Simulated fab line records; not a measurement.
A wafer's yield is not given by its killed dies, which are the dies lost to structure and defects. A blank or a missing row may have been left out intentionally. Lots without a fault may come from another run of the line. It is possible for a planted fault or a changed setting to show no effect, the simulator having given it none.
One fault through the eyes of 2 desks || flow sfq_line || each desk has only its own numbers; what lay behind them comes last

THE METROLOGY DESK
Lot by lot, what the gauges showed, no matter which tool ran the lot: averages of those sampled wafers that carry a number. A lot is out of limits, marked OUT, if its mean lies more than 4 standard deviations from the usual mean; the brackets give that distance.
Columns: A = M1_NB_RS at SFQ_M1_RS_MEAS_909, usual 0.887 ohm/sq; B = M1_OVL at SFQ_M1_OVL_MEAS_911, usual 1 nm
{"lot": "L557", "first seen here": "day 15 03:52", "A": 0.892, "B": 3}
{"lot": "L564", "first seen here": "day 18 19:37", "A": 0.899, "B": -3}
{"lot": "L565", "first seen here": "day 19 09:39", "A": 0.879, "B": -8}
{"lot": "L566", "first seen here": "day 19 20:34", "A": 0.879, "B": 1}
{"lot": "L574", "first seen here": "day 23 20:34", "A": 0.875, "B": 4}
{"lot": "L576", "first seen here": "day 25 09:46", "A": 0.887, "B": -2}
{"lot": "L578", "first seen here": "day 26 04:35", "A": 0.894, "B": -4}
Result from this desk: across the 7 lots, nothing is out of limits.

DESK OF THE TOOL OWNER: rie_metal-04
The tool's own readings at SFQ_TRILAYER_M1_ETCH_METAL_ETCH_042 (etches Nb in Cl2/Ar, stops on SiO2, target depth 240 nm, time 120 s): means of the sampled wafers that have a number, for each lot that ran on this tool. A lot is out of limits, marked OUT, if its mean lies more than 4 standard deviations from the usual mean; the brackets give that distance.
Columns: A = drypump_motor_current_A at SFQ_TRILAYER_M1_ETCH_METAL_ETCH_042, usual 5.9 A; B = oes_product_au at SFQ_TRILAYER_M1_ETCH_METAL_ETCH_042, usual 0.896 a.u.
{"lot": "L566", "first seen here": "day 26 19:10", "A": 6.1, "B": 0.896}
{"lot": "L574", "first seen here": "day 27 04:46", "A": 5.9, "B": 0.906}
{"lot": "L576", "first seen here": "day 27 07:10", "A": 6.3, "B": 0.898}
{"lot": "L578", "first seen here": "day 27 09:34", "A": 6.2, "B": 0.890}
Result from this desk: across the 4 lots, nothing is out of limits.

BROUGHT TOGETHER
At the metrology desk, nothing out of limits was observed.
The tool owner's desk saw nothing out of limits.

WHAT THE SIMULATOR HAD INSERTED
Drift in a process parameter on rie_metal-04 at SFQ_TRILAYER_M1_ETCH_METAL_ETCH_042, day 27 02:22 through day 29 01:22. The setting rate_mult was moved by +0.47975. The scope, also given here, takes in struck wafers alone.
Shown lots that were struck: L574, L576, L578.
